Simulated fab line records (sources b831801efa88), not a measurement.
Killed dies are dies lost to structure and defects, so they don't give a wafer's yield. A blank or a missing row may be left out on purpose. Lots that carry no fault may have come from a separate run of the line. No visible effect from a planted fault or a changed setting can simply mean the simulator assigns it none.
Chamber matching | flow sfqLine | 3 sister chambers for SFQ_TRILAYER_L0_CAP_PECVD_011 on pecvd-02
The step deposits SiO2 from SiH4/N2O, time 13.333 s, target thk 60 nm. 15 wafers are shown with their chamber, then 7 later ones without.

WAFERS, EACH WITH ITS CHAMBER
wafer  | chamber | throttleValvePct (%) | heaterPowerW (W) | chamberPressureTorr (Torr)
L564.1 | 2       | 27.5                 | 90               | 2.401
L564.5 | 2       | 27.6                 | 88               | 2.406
L564.6 | 0       | 26.8                 | 103              | 2.405
L565.1 | 2       | 27.3                 | 96               | 2.396
L565.2 | 1       | 25.6                 | 106              | 2.394
L565.6 | 1       | 25.7                 | 107              | 2.399
L566.3 | 1       | 25.7                 | 92               | 2.405
L566.4 | 2       | 27.8                 | 94               | 2.399
L566.6 | 1       | 25.7                 | 93               | 2.408
L567.1 | 0       | 26.6                 | 96               | 2.404
L567.3 | 1       | 25.6                 | 104              | 2.398
L567.4 | 1       | 25.7                 | 109              | 2.403
L569.3 | 1       | 25.9                 | 103              | 2.402
L569.5 | 0       | 26.8                 | 110              | 2.394
L570.3 | 1       | 25.6                 | 98               | 2.399

SIGNATURES (averages over the wafers above)
reading             | chamber 0 | chamber 1 | chamber 2 | scatter within a chamber
throttleValvePct    | 26.733    | 25.688    | 27.550    | 0.137
heaterPowerW        | 103.00    | 101.50    | 92.00     | 5.97
chamberPressureTorr | 2.40100   | 2.40100   | 2.40050   | 0.00468
Rule: a wafer's distance from a chamber is the root of the sum, over the readings, of the square of ((its reading less the chamber's mean) divided by the reading's scatter). The wafer belongs to the nearest chamber; if the next one is less than 2 further off, it can't be placed. The scatter: take each reading less its chamber's mean, square it, sum over the shown wafers, divide by the number of wafers less the number of chambers, and take the root.

WAFERS WITH NO CHAMBER GIVEN
wafer  | throttleValvePct (%) | heaterPowerW (W) | chamberPressureTorr (Torr)
L570.4 | 26.9                 | 98               | 2.405
L585.2 | 26.7                 | 104              | 2.400
L585.4 | 25.9                 | 90               | 2.403
L585.6 | 27.6                 | 92               | 2.402
L586.1 | 25.7                 | 98               | 2.392
L586.2 | 26.3                 | 113              | 2.404
L586.3 | 27.6                 | 85               | 2.398

WHICH CHAMBER EACH WENT THROUGH
wafer  | from the rows above     | in truth
L570.4 | 0                       | 0
L585.2 | 0                       | 0
L585.4 | 1                       | 1
L585.6 | 2                       | 2
L586.1 | 1                       | 1
L586.2 | can't be placed: 0 or 1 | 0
L586.3 | 2                       | 2
Correctly placed: 6 of 7. Can't be placed from these rows: 1 (the true chamber is among the candidates in 1). Placed wrongly: 0.
